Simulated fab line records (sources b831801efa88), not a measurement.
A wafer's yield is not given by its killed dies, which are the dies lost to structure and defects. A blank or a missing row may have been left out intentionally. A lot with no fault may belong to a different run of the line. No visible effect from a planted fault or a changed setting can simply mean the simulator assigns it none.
Chamber matching | flow gf180mcu | pecvd-03 running GF_V4_CVD_02: 3 sister chambers
The step deposits SiO2 from TEOS, target thk 850 nm, time 94.851 s. 6 wafers are shown with their chamber, then 11 later ones without.

== WAFERS PAIRED WITH THEIR CHAMBERS ==
wafer  | chamber | heater power w (W)
L085.3 | 2       | 693
L085.5 | 2       | 737
L088.4 | 0       | 587
L090.4 | 1       | 670
L090.6 | 0       | 691
L092.2 | 1       | 657

== WAFERS WITH NO CHAMBER GIVEN ==
wafer  | heater power w (W)
L092.5 | 567
L092.6 | 701
L093.2 | 700
L093.3 | 703
L093.4 | 591
L095.1 | 704
L095.5 | 571
L095.6 | 690
L096.2 | 630
L096.3 | 619
L096.5 | 681

== CHAMBER TAKEN BY EACH ==
wafer  | from the rows above          | in truth
L092.5 | can't be placed: 0 or 1 or 2 | 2
L092.6 | can't be placed: 2 or 1 or 0 | 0
L093.2 | can't be placed: 2 or 1 or 0 | 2
L093.3 | can't be placed: 2 or 1 or 0 | 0
L093.4 | can't be placed: 0 or 1 or 2 | 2
L095.1 | can't be placed: 2 or 1 or 0 | 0
L095.5 | can't be placed: 0 or 1 or 2 | 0
L095.6 | can't be placed: 2 or 1 or 0 | 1
L096.2 | can't be placed: 0 or 1 or 2 | 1
L096.3 | can't be placed: 0 or 1 or 2 | 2
L096.5 | can't be placed: 1 or 2 or 0 | 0
0 of 11 placed correctly. From these rows, 11 cannot be placed; in 11 the true chamber is one of the candidates. 0 placed wrongly.
How it was worked out, from the rows above alone: a wafer's distance from a chamber is the root of the sum, over the readings, of the square of ((its reading less the chamber's mean) divided by the reading's scatter). The wafer belongs to the nearest chamber; if the next one is less than 2 further off, it can't be placed. The mean given for a chamber averages the wafers shown for that chamber. The scatter: the root of (the sum of the squares of (reading less its chamber's mean) over the shown wafers, divided by (wafers less chambers)).
